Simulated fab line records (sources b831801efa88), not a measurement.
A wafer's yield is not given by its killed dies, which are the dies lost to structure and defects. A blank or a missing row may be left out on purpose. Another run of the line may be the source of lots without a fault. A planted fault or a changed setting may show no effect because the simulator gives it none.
A lot that was struck, set against a sound lot	flow sky130	15 out of 708 route steps
Sound: the wafers L852.2, L852.5, L852.6. Struck: wafers L843.2, L843.5, L843.6. The cause comes at the end.
Per side, at each step with rows, come the tool, then ch with its chambers, and then its first start. Under that, the readings that differ: sound wafers	struck wafers	difference of the means	sigmas: that difference in standard deviations of wafers without a fault.
alike: readings whose means differ by less than 2 such deviations, and words and numbers that are the same on both sides. not compared: withheld readings, readings that some wafer has no value for, bounds like >300 that may hide the same value, and numbers for which the record gives no deviation and whose values overlap.
Wherever a step has rows on one side only, a row that says differs or no value, or a row with sigmas, the two part there. Non-overlapping numbers with no deviation appear without sigmas and do not part them. Lack of a reading on every wafer of one side parts them only where that side has two or more wafers.

first, 3 steps without rows for these wafers: SKY_PASSIVATION_EXPOSE_08 (exposes mask NSM, target cd 3000 nm); SKY_PASSIVATION_PEB_09; SKY_PASSIVATION_DEVELOP_10 (develop time 60 s).
SKY_PASSIVATION_ETCH_11: etches the open film in CF4/O2, stops on AlCu, target depth 725 nm, time 161.1 s.
  sound on rie-diel-01 ch 1,2, day 49 13:47; struck on rie-diel-04 ch 1,2, day 47 04:17
  alike: O2_flow_sccm, bias-w, drypump-motor-current-A, oes-product-au, throttle-valve-pct
  not compared: rf-hours-counter-h
SKY_PASSIVATION_STRIP_12: strips in O2/N2.
  sound on plasma-asher-03 ch 0,1, day 49 13:53; struck on plasma-asher-04 ch 0,1, day 47 04:24
  alike: drypump-motor-current-A, oes-product-au, strip-time-to-endpoint-s
  not compared: rf-hours-counter-h
then, 7 steps without rows for these wafers: SKY_PAD_OPEN_DEHYDRATE_00 (time 60 s); SKY_PAD_OPEN_HMDS_01 (prime time 59.09 s); SKY_PAD_OPEN_COAT_02 (resist thk 3000 nm); SKY_PAD_OPEN_SOFTBAKE_03; SKY_PAD_OPEN_EXPOSE_04 (exposes mask PDM, target cd 60000 nm); SKY_PAD_OPEN_PEB_05; SKY_PAD_OPEN_DEVELOP_06 (develop time 60 s).
SKY_PAD_OPEN_ETCH_07: etches the open film in CF4/O2, stops on AlCu, target depth 725 nm, time 161.1 s.
  sound on rie-diel-04 ch 0,1,2, day 50 06:53; struck on rie-diel-03 ch 2,3, day 48 00:32
  no value came back on the struck wafers for any of 5 readings (O2_flow_sccm (sccm), bias-w (W) and others); on the sound wafers O2_flow_sccm (sccm) reads 10.001 9.977 10.012
  not compared: rf-hours-counter-h
SKY_PAD_OPEN_STRIP_08: strips in O2/N2.
  sound on plasma-asher-03 ch 0,1, day 50 07:00; struck on plasma-asher-01 ch 0,1, day 48 00:39
  alike: drypump-motor-current-A, oes-product-au, strip-time-to-endpoint-s
  not compared: rf-hours-counter-h
SKY_PAD_OPEN_PROBE_99:
  sound on prober-02, day 50 09:16; struck on prober-01, day 48 02:55
reading	sound	struck	difference	sigmas
defect-limited-yield (%)	83.9 81.3 83.3	0 0 0	-83	-39
killed-at-other	0 1 0	412 387 390	+396	+99 or more
killed-dies	79 92 82	492 492 492	+408	+41
killed-on-rim	16 23 19	96 96 96	+77	+19
sort_bin_5_function (%)	9.6 11.4 10.2	93.5 91.9 92.1	+82.1	+55
sort-n-pass	413 400 410	0 0 0	-408	-41
sort-yield-pct (%)	83.9 81.3 83.3	0 0 0	-83	-39
model.etest.tester.sort-n-pass	413 400 410	0 0 0	-408	
model.etest.tester.sort_bin_5_pct (%)	9.553 11.38 10.16	93.5 91.87 92.07	+82.1	
model.etest.tester.sort-yield-pct (%)	83.94 81.3 83.33	0 0 0	-83	
model.etest.pfet_01v8_hvt.under-floor	0 0 0	1 1 1	+1	
model.etest.nfet_05v0_nvt.open	0 0 0	1 1 1	+1	
model.etest.licon-high-po.open	0 0 0	1 1 1	+1	
model.etest.sonos-erased.open	0 0 0	1 1 1	+1	
model.etest.pad.open	0 0 0	1 1 1	+1	
  alike: killed_at_M0_to_M3, killed_at_M4_up, killed-at-contacts, killed-at-front-end, killed-open, killed-short, sort_bin_3_pad_short, sort_bin_6_memory

== WHERE THEY PART ==
Earliest at SKY_PAD_OPEN_ETCH_07; latest, in this record, at SKY_PAD_OPEN_PROBE_99.

WHY: what had been put in by the simulator
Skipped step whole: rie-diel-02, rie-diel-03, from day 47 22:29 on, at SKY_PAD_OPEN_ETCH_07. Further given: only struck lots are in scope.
